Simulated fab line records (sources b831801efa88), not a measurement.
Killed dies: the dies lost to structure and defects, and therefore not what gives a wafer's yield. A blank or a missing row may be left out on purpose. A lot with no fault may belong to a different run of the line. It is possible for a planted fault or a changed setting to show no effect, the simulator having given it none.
One fault seen from 2 desks -- flow gf180mcu -- what lay behind the numbers comes last; until then each desk has only its own

## FOR THE TOOL OWNER'S DESK: rie-diel-01
The tool's own readings at GF_V2_ETCH_16 (etches BARC in N2/H2): means of the sampled wafers that have a number, for each lot that ran on this tool. The brackets show how far a lot's mean lies from the usual mean; more than 4 standard deviations puts the lot out of limits, marked OUT.
Columns: A = bias-w at GF_V2_ETCH_16, usual 100.0 W; B = drypump-motor-current-A at GF_V2_ETCH_16, usual 5.9 A; C = oes-product-au at GF_V2_ETCH_16, usual 0.855 a.u.; D = throttle-valve-pct at GF_V2_ETCH_16, usual 13.225 %
lot,first seen here,A,B,C,D
L929,day 21 16:47,100.2,6.2,0.857,13.229
L936,day 24 17:54,94.5 (-17) OUT,5.9,0.859,13.226
L938,day 25 10:17,94.8 (-16) OUT,6.2,0.855,13.226
This desk's verdict: out of limits on L936, L938, starting with L936 at day 24 17:54 (bias-w at GF_V2_ETCH_16). In limits: L929.

## FROM THE METROLOGY DESK
What the gauges read for every lot (on any tool): the sampled wafers with a number, averaged. The brackets show how far a lot's mean lies from the usual mean; more than 4 standard deviations puts the lot out of limits, marked OUT.
Columns: A = V2_CVD_02_THK at GF_V2_THK_MEAS_03, usual 852 nm
lot,first seen here,A
L925,day 19 06:23,849
L924,day 19 07:31,860
L926,day 19 19:22,858
L927,day 20 01:52,839
L928,day 20 07:16,868
L929,day 20 16:32,863
L936,day 23 19:23,846
L938,day 24 12:25,857
L939,day 24 12:38,855
L943,day 26 02:35,844
L946,day 26 20:26,847
L945,day 26 21:59,847
L947,day 27 16:56,850
This desk found nothing out of limits on any of the 13 lots.

## ALL TOGETHER
The tool owner's desk had the chance to raise an alarm at day 24 17:54 on L936, L938.
The metrology desk saw nothing out of limits.
The metrology desk has L936, L938 on record, within its limits.
Of the lots named, all ran GF_V2_ETCH_16 on rie-diel-01.

## WHAT THE SIMULATOR PUT IN
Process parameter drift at GF_V2_ETCH_16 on rie-diel-01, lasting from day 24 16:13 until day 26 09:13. A move of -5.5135 in setting bias-w, from 100. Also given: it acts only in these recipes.
Struck lots among those shown: L936, L938.
Time in hours from fault onset to the first out-of-limits reading at each desk: the tool owner's desk, 2.
